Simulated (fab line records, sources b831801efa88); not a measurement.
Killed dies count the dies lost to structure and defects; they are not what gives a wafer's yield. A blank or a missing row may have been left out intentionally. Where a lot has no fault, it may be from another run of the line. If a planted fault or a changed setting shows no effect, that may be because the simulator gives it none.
The tool behind it: which one? | flow gf180mcu | Sampling: 14 lots, 42 wafers, 3 of 602 route steps

== WHAT THE GAUGES SHOWED, per wafer ==
GF_M3_CD_MEAS_14: the cd target is 280 nm. Usual: cd-nm at 280.2 nm, with a standard deviation of 1.1.
lot  | measured     | on        | cd-nm (nm)        | flag
L526 | day 21 16:04 | cd-sem-01 | 282.4 282.3 281.7 |
L527 | day 21 18:29 | cd-sem-01 | 279.6 279.1 279.1 |
L528 | day 22 19:04 | cd-sem-01 | 280.3 279.6 279.6 |
L537 | day 25 09:42 | cd-sem-02 | 279.3 278.8 279.3 |
L539 | day 25 23:25 | cd-sem-02 | 281.1 280.9 280.0 |
L540 | day 26 07:27 | cd-sem-01 | 279.4 281.2 280.0 |
L541 | day 26 09:01 | cd-sem-01 | 280.3 281.4 280.9 |
L542 | day 26 18:28 | cd-sem-02 | 278.8 279.4 279.1 |
L543 | day 27 01:32 | cd-sem-01 | 280.1 281.1 281.2 |
L544 | day 27 13:10 | cd-sem-02 | 281.0 281.7 281.8 |
L546 | day 28 01:52 | cd-sem-01 | 279.3 281.4 281.0 |
L547 | day 28 08:32 | cd-sem-02 | 280.8 280.5 280.8 |
L548 | day 28 13:34 | cd-sem-02 | 280.3 280.0 281.1 |
L549 | day 28 20:15 | cd-sem-02 | 278.1 278.1 277.1 |

== WHAT TOOL EACH LOT RAN ON (gives the tool, then ch and the chambers of the sampled wafers, and finally the start) ==
lot  | GF_V2_SPUTTER_22             | GF_M3_SPUTTER_00
L526 | pvd-sputter-02, day 20 15:10 | pvd-sputter-03, day 20 15:47
L527 | pvd-sputter-04, day 20 17:02 | pvd-sputter-03, day 20 17:40
L528 | pvd-sputter-04, day 21 18:27 | pvd-sputter-03, day 21 19:05
L537 | pvd-sputter-04, day 24 11:46 | pvd-sputter-01, day 24 12:24
L539 | pvd-sputter-04, day 25 01:49 | pvd-sputter-04, day 25 02:26
L540 | pvd-sputter-03, day 25 10:04 | pvd-sputter-04, day 25 10:41
L541 | pvd-sputter-03, day 25 12:08 | pvd-sputter-01, day 25 12:46
L542 | pvd-sputter-02, day 25 21:01 | pvd-sputter-03, day 25 21:39
L543 | pvd-sputter-02, day 26 04:35 | pvd-sputter-01, day 26 05:13
L544 | pvd-sputter-03, day 26 15:58 | pvd-sputter-01, day 26 16:35
L546 | pvd-sputter-02, day 27 05:10 | pvd-sputter-04, day 27 05:47
L547 | pvd-sputter-02, day 27 12:21 | pvd-sputter-01, day 27 12:59
L548 | pvd-sputter-03, day 27 17:13 | pvd-sputter-04, day 27 17:50
L549 | pvd-sputter-04, day 28 00:02 | pvd-sputter-03, day 28 00:40
- GF_V2_SPUTTER_22: material TiN, target thk 10 nm, time 40 s.
- GF_M3_SPUTTER_00: material Ti, target thk 37.5 nm, time 150 s.

== AS READ BY THE TOOLS THEMSELVES (means over the sampled wafers that have a number; for cases with no such wafer, the mark the record gives instead) ==
GF_V2_SPUTTER_22. Usual: throttle-valve-pct at 30.0 %, with a standard deviation of 1.2.
lot  | tool           | throttle-valve-pct (%) | flag
L526 | pvd-sputter-02 | 29.3                   |
L527 | pvd-sputter-04 | 31.0                   |
L528 | pvd-sputter-04 | 29.9                   |
L537 | pvd-sputter-04 | 29.9                   |
L539 | pvd-sputter-04 | 30.6                   |
L540 | pvd-sputter-03 | 30.4                   |
L541 | pvd-sputter-03 | 30.8                   |
L542 | pvd-sputter-02 | 31.4                   |
L543 | pvd-sputter-02 | 29.8                   |
L544 | pvd-sputter-03 | 30.6                   |
L546 | pvd-sputter-02 | 28.3                   |
L547 | pvd-sputter-02 | 28.7                   |
L548 | pvd-sputter-03 | 30.0                   |
L549 | pvd-sputter-04 | 29.9                   |

GF_M3_SPUTTER_00. Usual: throttle-valve-pct at 30.0 %, with a standard deviation of 0.99.
lot  | tool           | throttle-valve-pct (%) | flag
L526 | pvd-sputter-03 | 29.8                   |
L527 | pvd-sputter-03 | 29.7                   |
L528 | pvd-sputter-03 | 30.3                   |
L537 | pvd-sputter-01 | 30.1                   |
L539 | pvd-sputter-04 | 29.5                   |
L540 | pvd-sputter-04 | 30.7                   |
L541 | pvd-sputter-01 | 30.2                   |
L542 | pvd-sputter-03 | 30.4                   |
L543 | pvd-sputter-01 | 29.9                   |
L544 | pvd-sputter-01 | 30.2                   |
L546 | pvd-sputter-04 | 30.0                   |
L547 | pvd-sputter-01 | 30.4                   |
L548 | pvd-sputter-04 | 28.8                   |
L549 | pvd-sputter-03 | 30.4                   |

== THE ANSWER, worked out from the rows above alone ==
Rule: a lot is off if the mean of its wafers that have a number lies more than 3 standard deviations from the usual mean. A lot without any number at a reading at which 4 lots or more have one is off too. Any other lot the step has rows for is counted as sound. The gauges are gone through in route order, then the tools' own readings, and for those a lot's mean is taken as printed above. The first step at which some lot is off is used, and at that step the reading that is off furthest; a lot without a number counts as furthest.
Nothing can be told from this: no lot is off at any reading shown.

== WHAT THE SIMULATOR HAD INSERTED ==
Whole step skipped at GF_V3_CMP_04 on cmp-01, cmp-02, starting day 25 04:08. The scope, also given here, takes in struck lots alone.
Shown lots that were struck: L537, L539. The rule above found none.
